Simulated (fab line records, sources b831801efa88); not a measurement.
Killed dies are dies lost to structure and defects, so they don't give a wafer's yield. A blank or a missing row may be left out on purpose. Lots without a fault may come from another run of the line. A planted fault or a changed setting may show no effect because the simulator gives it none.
fab line records | flow sky130
record lots=5 wafers=15 last_day=50
route steps=708 shown LI_CONTACT@369 LOCAL_INTERCONNECT@387
lots that met no fault: from a run of the same line without faults
start_h: hours from the record's first day to the start of the lot's first wafer shown | wait_h: hours since the lot's step before | " the same as in the row above | L1.1+2: a row that stands for several wafers | - no value, or no start given | * or withheld: withheld | < > ~ a bound
route shown NAME@n: a module of which the file shows steps, and the number in the route of the first | usual: mean/standard deviation of fault-free wafers | same: alike in all rows | chamber/n: place in a boat | sites: the reading at each site | _std_site: their standard deviation | _edge_site: outer sites' mean less inner sites' | radius_mm: how far each site lies from the wafer's centre | mask NAME#n: copy n | behind: the tool/chamber that last shaped the wafer | hold: why the lot was held/for how many hours/how that ended | device: the transistor (n, p or np) that didn't switch | end of line: the same wafers' tests at the end of the route | a step without rows: its recipe alone | killed: dies lost to structure and defects at the first sort, not the wafer's yield | map: a wafer's dies, x killed, . not, _ none there
set.NAME: the setting as run; set.NAME@STEP: as run at that earlier step | model.NAME: the simulator's own value behind a step, which no gauge read
lots at some steps of the route; a table a step, a row a wafer
services: from which hour (start_h, from the record's first day; less than 0 if before it) a tool's chamber was out of use, for how many hours, and why
## steps
# step SKY_LI_CONTACT_COAT_07
# recipe resist=KrF-thick spin_rpm=3000 resist_thk_nm=450
# columns lot.wafer tool chamber start_h wait_h
L074.1+2+3 litho_track-03 0 - -
L076.1+2+5 litho_track-01 0 - -
L081.3+4+5 litho_track-01 0 - -
L082.2+4+5 litho_track-01 0 - -
L095.2+3+6 litho_track-04 0 - -
# step SKY_LI_CONTACT_SOFTBAKE_08
# recipe temp_c=100 time_s=90 resist=KrF-thick
# columns lot.wafer tool chamber start_h wait_h
L074.1+2+3 litho_track-03 0 - -
L076.1+2+5 litho_track-01 0 - -
L081.3+4+5 litho_track-01 0 - -
L082.2+4+5 litho_track-01 0 - -
L095.2+3+6 litho_track-04 0 - -
# step SKY_LI_CONTACT_EXPOSE_09
# recipe mask_id=LICM1 na=0.8 source_shape=annular sigma_inner=0.55 sigma_outer=0.85 target_cd_nm=170 dose_mj=38
# usual stage_vel_mm_s=499.94/0.24
# same sigma_inner=0.55 sigma_outer=0.85
# columns lot.wafer tool chamber start_h wait_h mask stage_vel_mm_s
L074.1 krf_scanner-01 0 - - LICM1#0 499.94
L074.2 " 0 " " LICM1#0 499.69
L074.3 " 0 " " LICM1#0 499.94
L076.1 krf_scanner-01 0 - - LICM1#0 499.78
L076.2 " 0 " " LICM1#0 499.99
L076.5 " 0 " " LICM1#0 499.78
L081.3 krf_scanner-01 0 - - LICM1#0 499.84
L081.4 " 0 " " LICM1#0 499.73
L081.5 " 0 " " LICM1#0 499.64
L082.2 krf_scanner-02 0 - - LICM1#0 500.01
L082.4 " 0 " " LICM1#0 499.80
L082.5 " 0 " " LICM1#0 499.66
L095.2 krf_scanner-01 0 - - LICM1#0 500.14
L095.3 " 0 " " LICM1#0 499.96
L095.6 " 0 " " LICM1#0 500.25
# step SKY_LI_CONTACT_PEB_10
# recipe peb_temp_c=withheld peb_time_s=withheld resist=KrF-thick
# columns lot.wafer tool chamber start_h wait_h
L074.1+2+3 litho_track-04 0 - -
L076.1+2+5 litho_track-03 0 - -
L081.3+4+5 litho_track-01 0 - -
L082.2+4+5 litho_track-04 0 - -
L095.2+3+6 litho_track-03 0 - -
# step SKY_LI_CONTACT_DEVELOP_11
# recipe develop_time_s=60 resist=KrF-thick dev_temp_c=21
# columns lot.wafer tool chamber start_h wait_h
L074.1+2+3 litho_track-04 0 - -
L076.1+2+5 litho_track-03 0 - -
L081.3+4+5 litho_track-01 0 - -
L082.2+4+5 litho_track-04 0 - -
L095.2+3+6 litho_track-03 0 - -
# step SKY_LI_CONTACT_CD_MEAS_12
# recipe target_cd_nm=170
# usual cd_nm=169.4/1.6
# columns lot.wafer tool chamber start_h wait_h cd_nm
L074.1 cd_sem-02 - 682.83 - 168.9
L074.2 " - " " 167.3
L074.3 " - " " 169.3
L076.1 cd_sem-02 - 691.33 - 171.3
L076.2 " - " " 171.7
L076.5 " - " " 170.8
L081.3 cd_sem-02 - 726.94 - 167.8
L081.4 " - " " 168.3
L081.5 " - " " 167.3
L082.2 cd_sem-02 - 738.45 - 171.6
L082.4 " - " " 171.3
L082.5 " - " " 170.5
L095.2 cd_sem-02 - 853.96 - 172.5
L095.3 " - " " 169.0
L095.6 " - " " 169.0
# step SKY_LI_CONTACT_OVL_MEAS_13
# usual LI_CONTACT_OVL=6/4.8
# columns lot.wafer tool chamber start_h wait_h LI_CONTACT_OVL[nm]
L074.1 overlay-02 - 682.95 0.1 2
L074.2 " - " " 5
L074.3 " - " " 4
L076.1 overlay-01 - 691.45 0.1 11
L076.2 " - " " 6
L076.5 " - " " 12
L081.3 overlay-02 - 727.03 0.1 10
L081.4 " - " " 5
L081.5 " - " " 12
L082.2 overlay-02 - 738.55 0.1 1
L082.4 " - " " -1
L082.5 " - " " 1
L095.2 overlay-02 - 854.06 0.1 12
L095.3 " - " " 6
L095.6 " - " " 13
# step SKY_LI_CONTACT_ETCH_14
# recipe chemistry=N2/H2 target=BARC ion_energy_ev=200 source_w=500 bias_w=100 pressure_mtorr=30 n2_flow_sccm=100 h2_flow_sccm=200 stop_on=SiO2 time_s=45.9 target_depth_a=600
# usual drypump_motor_current_A=6.1/0.33 n2_flow_sccm=100.0/0.31 oes_product_au=0.854/0.0053 rf_fwd_power_W=494.5/2.4 throttle_valve_pct=13.226/0.009
# columns lot.wafer tool chamber start_h wait_h drypump_motor_current_A n2_flow_sccm oes_product_au rf_fwd_power_W rf_hours_counter_h throttle_valve_pct
L074.1 rie_diel-01 0 682.98 0.0 6.1 100.3 0.853 492.4 42 13.226
L074.2 " 3 " " 6.7 100.3 0.861 496.1 7 13.216
L074.3 " 1 " " 5.7 100.0 0.852 496.7 44 13.219
L076.1 rie_diel-01 1 691.49 0.0 5.7 99.4 0.848 494.3 45 13.232
L076.2 " 0 " " 6.1 100.1 0.853 492.4 42 13.211
L076.5 " 3 " " 6.7 99.8 0.859 488.5 - 13.222
L081.3 rie_diel-02 0 727.06 0.0 6.1 99.5 0.854 496.3 15 13.227
L081.4 " 0 " " 6.2 99.8 0.854 497.6 - 13.219
L081.5 " 2 " " 6.1 100.0 0.859 497.2 - 13.220
L082.2 rie_diel-02 3 738.58 0.0 6.5 100.7 0.846 491.2 0 13.228
L082.4 " 3 " " 6.5 100.6 0.853 489.8 - 13.235
L082.5 " 2 " " 6.1 100.3 0.844 495.5 - 13.232
L095.2 rie_diel-01 0 854.09 0.0 6.1 99.5 0.845 492.2 1 13.214
L095.3 " 1 " " 5.7 99.5 0.847 498.1 3 13.237
L095.6 " 1 " " 5.7 99.7 0.852 497.7 - 13.229
# step SKY_LI_CONTACT_ETCH_15
# recipe target=PSG chemistry=C4F8/O2/Ar stop_on=Si taper_deg=4.15 mask_material=KrF-thick source_w=1500 bias_w=1200 pressure_mtorr=40 c4f8_flow_sccm=withheld O2_flow_sccm=6 Ar_flow_sccm=300 time_s=withheld target_depth_a=6000
# usual oes_product_au=0.837/0.0042 rf_fwd_power_W=1492/5.5
# columns lot.wafer tool chamber start_h wait_h oes_product_au rf_fwd_power_W
L074.1 rie_diel-01 0 683.02 0.0 0.840 1494
L074.2 " 3 " " 0.843 1492
L074.3 " 1 " " 0.835 1496
L076.1 rie_diel-01 1 691.53 0.0 0.838 1475
L076.2 " 0 " " 0.837 1486
L076.5 " 3 " " 0.836 1493
L081.3 rie_diel-02 0 727.10 0.0 0.836 1494
L081.4 " 0 " " 0.830 1492
L081.5 " 2 " " 0.833 1494
L082.2 rie_diel-02 3 738.62 0.0 0.838 1482
L082.4 " 3 " " 0.836 1487
L082.5 " 2 " " 0.839 1495
L095.2 rie_diel-01 0 854.13 0.0 0.834 1488
L095.3 " 1 " " 0.840 1495
L095.6 " 1 " " 0.834 1495
# step SKY_LI_CONTACT_STRIP_16
# recipe chemistry=O2/N2 power_w=1400 pressure_mtorr=1500 platen_temp_c=withheld o2_flow_sccm=3000 n2_flow_sccm=300 overash_fraction=0.5
# usual drypump_motor_current_A=6.0/0.47 n2_flow_sccm=299.9/1.5 oes_product_au=0.375/0.0051 strip_time_to_endpoint_s=3.483/0.024
# same overash_fraction=0.5
# columns lot.wafer tool chamber start_h wait_h drypump_motor_current_A n2_flow_sccm oes_product_au rf_hours_counter_h strip_time_to_endpoint_s
L074.1 plasma_asher-02 1 683.11 - 6.4 300.3 0.370 98 3.466
L074.2 " 0 " " 5.4 299.3 0.379 98 3.491
L074.3 " 1 " " 6.4 300.0 0.374 - 3.508
L076.1 plasma_asher-03 1 691.62 - 6.5 300.5 0.372 78 3.486
L076.2 " 0 " " 5.5 300.1 0.377 78 3.416
L076.5 " 1 " " 6.4 300.0 0.369 - 3.451
L081.3 plasma_asher-03 1 727.22 - 6.4 298.5 0.379 - 3.469
L081.4 " 0 " " 5.5 299.6 0.377 - 3.476
L081.5 " 1 " " 6.5 299.8 0.367 - 3.464
L082.2 plasma_asher-01 1 738.71 - 6.4 300.9 0.383 64 3.542
L082.4 " 1 " " 6.4 300.2 0.381 - 3.549
L082.5 " 1 " " 6.4 300.7 0.370 - 3.488
L095.2 plasma_asher-02 1 854.22 - 6.4 301.4 0.388 10 3.492
L095.3 " 1 " " 6.4 299.0 0.383 - 3.473
L095.6 " 0 " " 5.4 300.5 0.377 - 3.504
# step SKY_LI_CONTACT_CLEAN_17
# recipe chemistry=NMP time_s=600 temp_c=60 dry=n2_spin
# usual bath_guard_temp_C=60.0/0.45
# columns lot.wafer tool chamber start_h wait_h bath_guard_temp_C
L074.1 wet_bench-02 2 683.21 0.1 59.7
L074.2 " 2 " " 60.0
L074.3 " 2 " " 60.0
L076.1 wet_bench-01 0 691.72 0.1 60.0
L076.2 " 0 " " 59.7
L076.5 " 0 " " 60.1
L081.3 wet_bench-03 0 727.28 0.0 60.2
L081.4 " 0 " " 60.1
L081.5 " 0 " " 59.9
L082.2 wet_bench-02 2 738.81 0.1 60.4
L082.4 " 2 " " 59.9
L082.5 " 2 " " 59.9
L095.2 wet_bench-01 1 854.36 0.1 60.7
L095.3 " 1 " " 60.6
L095.6 " 1 " " 60.9
# step SKY_LI_CONTACT_PRE_CLEAN_18
# recipe gas=Ar time_s=5.6 bias_v=358
# columns lot.wafer tool chamber start_h wait_h
L074.1+2+3 pvd_sputter-04 - 683.38 0.0
L076.1+2+5 pvd_sputter-04 - 691.91 0.0
L081.3+4+5 pvd_sputter-02 - 727.46 0.0
L082.2+4+5 pvd_sputter-02 - 738.98 0.0
L095.2+3+6 pvd_sputter-02 - 854.53 0.0
# step SKY_LI_CONTACT_SPUTTER_19
# recipe material=Ti target_thk_nm=20 chamber_pressure_pa=5 power_w=2500 substrate_temp_c=200 time_s=106.37
# usual chamber_pressure_pa=4.998/0.0099 substrate_temp_c=199.99/0.19 throttle_valve_pct=29.9/0.74
# columns lot.wafer tool chamber start_h wait_h chamber_pressure_pa substrate_temp_c throttle_valve_pct
L074.1 pvd_sputter-04 - 683.40 0.0 4.984 199.85 30.3
L074.2 " - " " 4.984 199.75 30.4
L074.3 " - " " 4.975 200.15 30.7
L076.1 pvd_sputter-04 - 691.93 0.0 5.005 200.14 29.8
L076.2 " - " " 5.013 199.82 30.3
L076.5 " - " " 5.005 200.03 29.7
L081.3 pvd_sputter-02 - 727.48 0.0 5.016 199.78 28.6
L081.4 " - " " 5.001 199.95 29.6
L081.5 " - " " 5.000 200.09 28.5
L082.2 pvd_sputter-02 - 739.00 0.0 5.003 199.94 29.6
L082.4 " - " " 5.014 200.11 28.6
L082.5 " - " " 4.992 199.87 29.8
L095.2 pvd_sputter-02 - 854.55 0.0 4.995 199.98 30.8
L095.3 " - " " 4.989 199.87 29.4
L095.6 " - " " 5.013 199.88 29.5
# step SKY_LI_CONTACT_SPUTTER_20
# recipe material=TiN target_thk_nm=20 chamber_pressure_pa=5 power_w=4000 time_s=80
# usual chamber_pressure_pa=5.000/0.0097 throttle_valve_pct=29.9/0.76
# columns lot.wafer tool chamber start_h wait_h chamber_pressure_pa throttle_valve_pct
L074.1 pvd_sputter-04 - 683.48 0.0 5.001 30.3
L074.2 " - " " 4.989 30.2
L074.3 " - " " 4.987 30.5
L076.1 pvd_sputter-04 - 692.00 0.0 5.000 29.5
L076.2 " - " " 4.999 30.4
L076.5 " - " " 5.011 29.6
L081.3 pvd_sputter-02 - 727.55 0.0 4.987 28.7
L081.4 " - " " 4.992 29.9
L081.5 " - " " 4.996 29.0
L082.2 pvd_sputter-02 - 739.08 0.0 5.004 29.4
L082.4 " - " " 5.010 28.6
L082.5 " - " " 5.004 29.7
L095.2 pvd_sputter-02 - 854.63 0.0 4.991 30.7
L095.3 " - " " 5.008 29.3
L095.6 " - " " 4.986 29.7
# step SKY_LI_CONTACT_CVD_21
# recipe material=W target_thk_nm=400 time_s=120.56 temp_c=400 pressure_torr=40
# usual chamber_pressure_Torr=39.98/0.095 heater_power_w=865/19
# columns lot.wafer tool chamber start_h wait_h chamber_pressure_Torr heater_power_w
L074.1 cvd_w-02 0 683.54 0.0 40.02 875
L074.2 " 1 " " 40.12 892
L074.3 " 1 " " 40.00 856
L076.1 cvd_w-02 1 692.07 0.0 39.93 890
L076.2 " 0 " " 40.05 860
L076.5 " 1 " " 39.84 863
L081.3 cvd_w-01 0 727.66 0.1 40.08 837
L081.4 " 1 " " 39.99 844
L081.5 " 0 " " 40.10 870
L082.2 cvd_w-02 0 739.14 0.0 40.09 888
L082.4 " 1 " " 39.82 870
L082.5 " 0 " " 40.32 907
L095.2 cvd_w-02 0 854.69 0.0 39.96 889
L095.3 " 1 " " 39.88 885
L095.6 " 0 " " 39.86 884
# step SKY_LI_CONTACT_RS_MEAS_22
# recipe thk_meas_gauge=four-point-probe reads=W_of_LI_CONTACT_CVD_21+TiN_of_LI_CONTACT_SPUTTER_20+Ti_of_LI_CONTACT_SPUTTER_19
# usual LI_CONTACT_W_RS=0.284/0.0032
# columns lot.wafer tool chamber start_h wait_h LI_CONTACT_W_RS[ohm/sq]
L074.1 film_metro-02 - 683.69 0.1 0.290
L074.2 " - " " 0.287
L074.3 " - " " 0.285
L076.1 film_metro-01 - 692.19 0.1 0.281
L076.2 " - " " 0.285
L076.5 " - " " 0.280
L081.3 film_metro-04 - 727.78 0.1 0.291
L081.4 " - " " 0.286
L081.5 " - " " 0.286
L082.2 film_metro-02 - 739.29 0.1 0.294
L082.4 " - " " 0.281
L082.5 " - " " 0.290
L095.2 film_metro-01 - 854.91 0.2 0.285
L095.3 " - " " 0.282
L095.6 " - " " 0.285
# step SKY_LI_CONTACT_THK_MEAS_23
# recipe thk_meas_gauge=xrf reads=W_of_LI_CONTACT_CVD_21
# usual LI_CONTACT_W_THK=382/8
# columns lot.wafer tool chamber start_h wait_h LI_CONTACT_W_THK[nm]
L074.1 film_metro-02 - 683.81 0.1 370
L074.2 " - " " 378
L074.3 " - " " 380
L076.1 film_metro-01 - 692.31 0.1 383
L076.2 " - " " 374
L076.5 " - " " 380
L081.3 film_metro-04 - 727.88 0.1 384
L081.4 " - " " 388
L081.5 " - " " 389
L082.2 film_metro-02 - 739.40 0.1 372
L082.4 " - " " 389
L082.5 " - " " 379
L095.2 film_metro-01 - 855.02 0.1 372
L095.3 " - " " 374
L095.6 " - " " 370
# step SKY_LI_CONTACT_CMP_24
# recipe stop_on=PSG t_overpolish_s=20 down_force_psi=3.5 platen_rpm=60 target_thk_nm=0 pad_velocity_m_s=0.94248
# usual motor_current_A=11.5/0.99 overpolish_run_s=19.999/0.0092 time_to_endpoint_s=96/3.1
# same t_overpolish_s=20
# columns lot.wafer tool chamber start_h wait_h motor_current_A overpolish_run_s time_to_endpoint_s
L074.3 cmp-02 2 683.87 0.0 11.6 19.993 93
L074.2 " 0 " " 10.2 19.988 87
L074.1 " 1 " " 11.9 19.997 89
L076.2 cmp-01 3 692.37 0.0 11.8 20.006 91
L076.1 " 1 " " 12.6 19.979 98
L076.5 " 0 " " 11.5 20.009 92
L081.4 cmp-01 0 727.92 0.0 11.2 19.997 98
L081.3 " 3 " " 12.3 20.001 91
L081.5 " 0 " " 10.9 20.010 94
L082.2 cmp-02 2 739.45 0.0 12.7 19.995 93
L082.4 " 0 " " 9.8 20.005 93
L082.5 " 3 " " 10.8 20.000 95
L095.2 cmp-02 3 855.26 0.2 10.6 19.991 98
L095.3 " 2 " " 12.5 20.011 101
L095.6 " 3 " " 10.1 19.990 100
# step SKY_LOCAL_INTERCONNECT_SPUTTER_00
# recipe material=TiN target_thk_nm=100 temp_c=300 power_w=6500 time_s=81.98 chamber_pressure_pa=0.4
# usual chamber_pressure_pa=0.4000/0.00073 substrate_temp_c=300.02/0.19 throttle_valve_pct=30.1/1.6
# columns lot.wafer tool chamber start_h wait_h chamber_pressure_pa substrate_temp_c throttle_valve_pct
L074.1 pvd_sputter-01 - 684.17 0.1 0.4001 300.06 29.8
L074.2 " - " " 0.3993 300.08 29.7
L074.3 " - " " 0.4003 300.01 28.8
L076.1 pvd_sputter-03 - 692.67 0.1 0.3995 300.37 28.8
L076.2 " - " " 0.4006 300.09 32.9
L076.5 " - " " 0.4005 300.23 30.7
L081.3 pvd_sputter-03 - 728.22 0.1 0.3991 300.37 28.2
L081.4 " - " " 0.4004 300.10 30.7
L081.5 " - " " 0.4013 299.93 28.5
L082.2 pvd_sputter-01 - 739.75 0.2 0.3978 299.94 29.2
L082.4 " - " " 0.4006 299.91 29.7
L082.5 " - " " 0.4000 299.87 29.6
L095.2 pvd_sputter-03 - 855.56 0.2 0.3984 300.08 28.1
L095.3 " - " " 0.3994 300.09 32.9
L095.6 " - " " 0.4010 300.07 28.6
# step SKY_LOCAL_INTERCONNECT_RS_MEAS_01
# recipe thk_meas_gauge=four-point-probe reads=TiN_of_LOCAL_INTERCONNECT_SPUTTER_00
# usual LOCAL_INTERCONNECT_TIN_RS=14.38/0.13
# columns lot.wafer tool chamber start_h wait_h LOCAL_INTERCONNECT_TIN_RS[ohm/sq]
L074.1 film_metro-03 - 684.23 0.0 14.29
L074.2 " - " " 14.38
L074.3 " - " " 14.26
L076.1 film_metro-02 - 692.73 0.0 14.29
L076.2 " - " " 14.23
L076.5 " - " " 14.35
L081.3 film_metro-03 - 728.32 0.1 14.41
L081.4 " - " " 14.50
L081.5 " - " " 14.36
L082.2 film_metro-04 - 739.83 0.1 14.33
L082.4 " - " " 14.37
L082.5 " - " " 14.29
L095.2 film_metro-04 - 855.64 0.1 14.38
L095.3 " - " " 14.49
L095.6 " - " " 14.45
# step SKY_LOCAL_INTERCONNECT_THK_MEAS_02
# recipe thk_meas_gauge=xrf reads=TiN_of_LOCAL_INTERCONNECT_SPUTTER_00
# usual LOCAL_INTERCONNECT_TIN_THK=98.9/0.96
# columns lot.wafer tool chamber start_h wait_h LOCAL_INTERCONNECT_TIN_THK[nm]
L074.1 film_metro-03 - 684.35 0.1 99.2
L074.2 " - " " 98.6
L074.3 " - " " 100.0
L076.1 film_metro-02 - 692.85 0.1 99.6
L076.2 " - " " 99.5
L076.5 " - " " 98.8
L081.3 film_metro-03 - 728.42 0.1 98.6
L081.4 " - " " 98.2
L081.5 " - " " 98.6
L082.2 film_metro-04 - 739.94 0.1 98.4
L082.4 " - " " 98.0
L082.5 " - " " 98.8
L095.2 film_metro-04 - 855.75 0.1 98.5
L095.3 " - " " 98.3
L095.6 " - " " 98.1
# step SKY_LOCAL_INTERCONNECT_DEHYDRATE_03
# recipe temp_c=200 time_s=60
# columns lot.wafer tool chamber start_h wait_h
L074.1+2+3 litho_track-01 0 697.35 13.0
L076.1+2+5 litho_track-02 0 707.27 14.4
L081.3+4+5 litho_track-03 0 741.43 13.0
L082.2+4+5 litho_track-03 0 751.66 11.7
L095.2+3+6 litho_track-03 0 867.41 11.6
# step SKY_LOCAL_INTERCONNECT_HMDS_04
# recipe prime_time_s=60 prime_temp_c=120
# usual prime_temp_c=119.99/0.13
# same prime_time_s=60
# columns lot.wafer tool chamber start_h wait_h prime_temp_c
L074.1 litho_track-01 0 697.50 0.1 120.03
L074.2 " 0 " " 119.89
L074.3 " 0 " " 119.90
L076.1 litho_track-02 0 707.42 0.1 119.96
L076.2 " 0 " " 120.00
L076.5 " 0 " " 119.89
L081.3 litho_track-03 0 741.58 0.1 120.11
L081.4 " 0 " " 120.29
L081.5 " 0 " " 120.17
L082.2 litho_track-03 0 751.81 0.1 119.95
L082.4 " 0 " " 119.97
L082.5 " 0 " " 119.94
L095.2 litho_track-03 0 867.56 0.1 119.87
L095.3 " 0 " " 119.90
L095.6 " 0 " " 119.95
# step SKY_LOCAL_INTERCONNECT_COAT_05
# recipe resist=BARC temp_c=withheld time_s=withheld spin_rpm=3000 resist_thk_nm=60
# columns lot.wafer tool chamber start_h wait_h
L074.1+2+3 litho_track-01 0 697.65 0.1
L076.1+2+5 litho_track-02 0 707.57 0.1
L081.3+4+5 litho_track-03 0 741.73 0.1
L082.2+4+5 litho_track-03 0 751.96 0.1
L095.2+3+6 litho_track-03 0 867.71 0.1
# step SKY_LOCAL_INTERCONNECT_COAT_06
# recipe resist=KrF-thick spin_rpm=2933 resist_thk_nm=450
# columns lot.wafer tool chamber start_h wait_h
L074.1+2+3 litho_track-01 0 - -
L076.1+2+5 litho_track-02 0 - -
L081.3+4+5 litho_track-03 0 - -
L082.2+4+5 litho_track-03 0 - -
L095.2+3+6 litho_track-03 0 - -
# step SKY_LOCAL_INTERCONNECT_SOFTBAKE_07
# recipe temp_c=100 time_s=90 resist=KrF-thick
# columns lot.wafer tool chamber start_h wait_h
L074.1+2+3 litho_track-01 0 - -
L076.1+2+5 litho_track-02 0 - -
L081.3+4+5 litho_track-03 0 - -
L082.2+4+5 litho_track-03 0 - -
L095.2+3+6 litho_track-03 0 - -
# step SKY_LOCAL_INTERCONNECT_EXPOSE_08
# recipe mask_id=LI1M na=0.8 source_shape=annular sigma_inner=0.55 sigma_outer=0.85 target_cd_nm=170 dose_mj=28
# usual stage_vel_mm_s=500.01/0.28
# same sigma_inner=0.55 sigma_outer=0.85
# columns lot.wafer tool chamber start_h wait_h mask stage_vel_mm_s
L074.1 krf_scanner-02 0 - - LI1M#0 499.94
L074.2 " 0 " " LI1M#0 500.14
L074.3 " 0 " " LI1M#0 499.62
L076.1 krf_scanner-02 0 - - LI1M#0 499.71
L076.2 " 0 " " LI1M#0 499.94
L076.5 " 0 " " LI1M#0 499.89
L081.3 krf_scanner-01 0 - - LI1M#0 499.58
L081.4 " 0 " " LI1M#0 499.73
L081.5 " 0 " " LI1M#0 500.16
L082.2 krf_scanner-01 0 - - LI1M#0 499.91
L082.4 " 0 " " LI1M#0 500.08
L082.5 " 0 " " LI1M#0 499.92
L095.2 krf_scanner-01 0 - - LI1M#0 499.69
L095.3 " 0 " " LI1M#0 499.89
L095.6 " 0 " " LI1M#0 499.91
# step SKY_LOCAL_INTERCONNECT_PEB_09
# recipe peb_temp_c=withheld peb_time_s=withheld resist=KrF-thick
# columns lot.wafer tool chamber start_h wait_h
L074.1+2+3 litho_track-02 0 - -
L076.1+2+5 litho_track-03 0 - -
L081.3+4+5 litho_track-03 0 - -
L082.2+4+5 litho_track-03 0 - -
L095.2+3+6 litho_track-03 0 - -
# step SKY_LOCAL_INTERCONNECT_DEVELOP_10
# recipe develop_time_s=60 resist=KrF-thick dev_temp_c=21
# columns lot.wafer tool chamber start_h wait_h
L074.1+2+3 litho_track-02 0 - -
L076.1+2+5 litho_track-03 0 - -
L081.3+4+5 litho_track-03 0 - -
L082.2+4+5 litho_track-03 0 - -
L095.2+3+6 litho_track-03 0 - -
# step SKY_LOCAL_INTERCONNECT_CD_MEAS_11
# recipe target_cd_nm=170
# usual cd_nm=170.5/1.5
# columns lot.wafer tool chamber start_h wait_h cd_nm
L074.1 cd_sem-02 - 712.77 - 170.0
L074.2 " - " " 170.4
L074.3 " - " " 170.8
L076.1 cd_sem-02 - 720.28 - 171.1
L076.2 " - " " 171.0
L076.5 " - " " 171.4
L081.3 cd_sem-02 - 755.67 - 172.1
L081.4 " - " " 172.9
L081.5 " - " " 173.0
L082.2 cd_sem-01 - 766.10 - 167.9
L082.4 " - " " 168.3
L082.5 " - " " 168.7
L095.2 cd_sem-01 - 881.46 - 170.7
L095.3 " - " " 172.2
L095.6 " - " " 170.3
# step SKY_LOCAL_INTERCONNECT_OVL_MEAS_12
# usual LOCAL_INTERCONNECT_OVL=0/6.5
# columns lot.wafer tool chamber start_h wait_h LOCAL_INTERCONNECT_OVL[nm]
L074.1 overlay-01 - 712.89 0.1 -1
L074.2 " - " " -1
L074.3 " - " " 10
L076.1 overlay-01 - 720.40 0.1 8
L076.2 " - " " -3
L076.5 " - " " 10
L081.3 overlay-01 - 755.77 0.1 -3
L081.4 " - " " 2
L081.5 " - " " -11
L082.2 overlay-02 - 766.21 0.1 3
L082.4 " - " " -5
L082.5 " - " " -8
L095.2 overlay-01 - 881.56 0.1 0
L095.3 " - " " 10
L095.6 " - " " 9
# step SKY_LOCAL_INTERCONNECT_ETCH_13
# recipe chemistry=N2/H2 target=BARC ion_energy_ev=200 bias_w=100 pressure_mtorr=30 n2_flow_sccm=100 h2_flow_sccm=200 icp_w=500 stop_on=SiO2 time_s=45.9 target_depth_a=600
# usual drypump_motor_current_A=6.0/0.35 n2_flow_sccm=100.00/0.27 oes_product_au=0.854/0.005 rf_fwd_power_W=494.8/2.2 throttle_valve_pct=13.224/0.0082
# columns lot.wafer tool chamber start_h wait_h drypump_motor_current_A n2_flow_sccm oes_product_au rf_fwd_power_W rf_hours_counter_h throttle_valve_pct
L074.1 rie_metal-02 1 712.92 0.0 6.0 99.86 0.853 497.2 12 13.223
L074.2 " 0 " " 5.6 99.53 0.852 497.6 1 13.218
L074.3 " 0 " " 5.6 99.74 0.854 498.1 - 13.220
L076.1 rie_metal-02 0 720.44 0.0 5.6 100.04 0.855 496.2 1 13.229
L076.2 " 1 " " 6.1 99.54 0.842 497.4 13 13.219
L076.5 " 0 " " 5.6 100.04 0.855 495.9 - 13.222
L081.3 rie_metal-04 0 755.81 0.0 6.4 100.20 0.855 493.2 - 13.238
L081.4 " 1 " " 6.0 100.30 0.856 493.5 - 13.220
L081.5 " 0 " " 6.3 100.48 0.851 495.9 - 13.232
L082.2 rie_metal-04 1 766.24 0.0 6.0 100.42 0.860 496.1 16 13.229
L082.4 " 0 " " 6.3 99.76 0.861 495.3 - 13.225
L082.5 " 0 " " 6.3 99.77 0.857 497.0 - 13.235
L095.2 rie_metal-04 0 881.59 0.0 6.3 100.31 0.848 494.4 9 13.241
L095.3 " 1 " " 6.0 100.07 0.852 494.1 - 13.212
L095.6 " 0 " " 6.3 100.13 0.860 494.9 - 13.226
# step SKY_LOCAL_INTERCONNECT_METAL_ETCH_14
# recipe target_depth_nm=110 stop_on=PSG chemistry=Cl2/BCl3 target=TiN resist_sidewall_deg=88 pressure_mtorr=10 icp_w=900 bias_w=48.5 Cl2_flow_sccm=60 bcl3_flow_sccm=30 time_s=31.4
# usual bcl3_flow_sccm=29.98/0.083 drypump_motor_current_A=6.0/0.35 mfc_cl2_sccm=60.00/0.2 oes_product_au=0.931/0.0067 rf_fwd_power_W=889/4.7 throttle_valve_pct=21.907/0.0091
# columns lot.wafer tool chamber start_h wait_h bcl3_flow_sccm drypump_motor_current_A mfc_cl2_sccm oes_product_au rf_fwd_power_W rf_hours_counter_h throttle_valve_pct
L074.1 rie_metal-02 1 712.99 0.0 30.05 6.0 59.95 0.930 897 12 21.910
L074.2 " 0 " " 29.92 5.6 59.86 0.929 895 1 21.905
L074.3 " 0 " " 29.86 5.6 59.88 0.927 890 - 21.907
L076.1 rie_metal-02 0 720.50 0.0 29.99 5.6 60.19 0.930 896 1 21.893
L076.2 " 1 " " 30.07 6.0 60.11 0.936 893 13 21.918
L076.5 " 0 " " 29.94 5.6 60.04 0.928 892 - 21.902
L081.3 rie_metal-04 0 755.87 0.0 29.90 6.3 59.82 0.929 887 - 21.900
L081.4 " 1 " " 30.01 6.0 59.86 0.932 887 - 21.912
L081.5 " 0 " " 29.87 6.3 60.04 0.933 889 - 21.908
L082.2 rie_metal-04 1 766.30 0.0 29.96 6.0 60.60 0.929 889 16 21.910
L082.4 " 0 " " 30.03 6.3 59.95 0.934 890 - 21.883
L082.5 " 0 " " 29.83 6.3 60.08 0.933 887 - 21.918
L095.2 rie_metal-04 0 881.65 0.0 29.94 6.3 59.87 0.926 890 9 21.907
L095.3 " 1 " " 29.89 6.0 59.98 0.934 889 - 21.907
L095.6 " 0 " " 29.95 6.3 60.12 0.925 890 - 21.908
## services
# columns tool chamber start_h hours kind
krf_scanner-01 - 651.35 0.8 repair
rie_diel-02 0 659.66 2.0 repair
pvd_sputter-02 - 660.28 1.9 repair
cvd_w-02 - 660.45 21.4 repair
rie_diel-02 0 663.23 6.7 repair
rie_diel-01 2 675.07 2.5 repair
pvd_sputter-02 - 686.09 2.0 repair
pvd_sputter-04 - 692.16 5.4 repair
krf_scanner-01 - 698.04 1.5 repair
krf_scanner-01 - 699.52 1.3 pm
rie_diel-02 1 703.15 9.9 repair
rie_diel-02 2 731.39 5.1 repair
rie_diel-02 - 742.38 14.6 pm
pvd_sputter-04 - 747.59 2.7 repair
krf_scanner-01 - 774.33 1.0 pm
rie_diel-02 0 778.90 19.2 repair
rie_diel-02 3 780.67 1.9 repair
rie_diel-01 0 785.94 4.0 repair
rie_metal-04 0 786.11 63.8 repair
pvd_sputter-02 - 791.30 2.0 repair
krf_scanner-01 - 804.94 0.3 repair
krf_scanner-01 - 807.08 0.8 pm
rie_diel-02 0 819.24 5.9 repair
krf_scanner-01 - 874.66 1.3 pm
## key
fault none
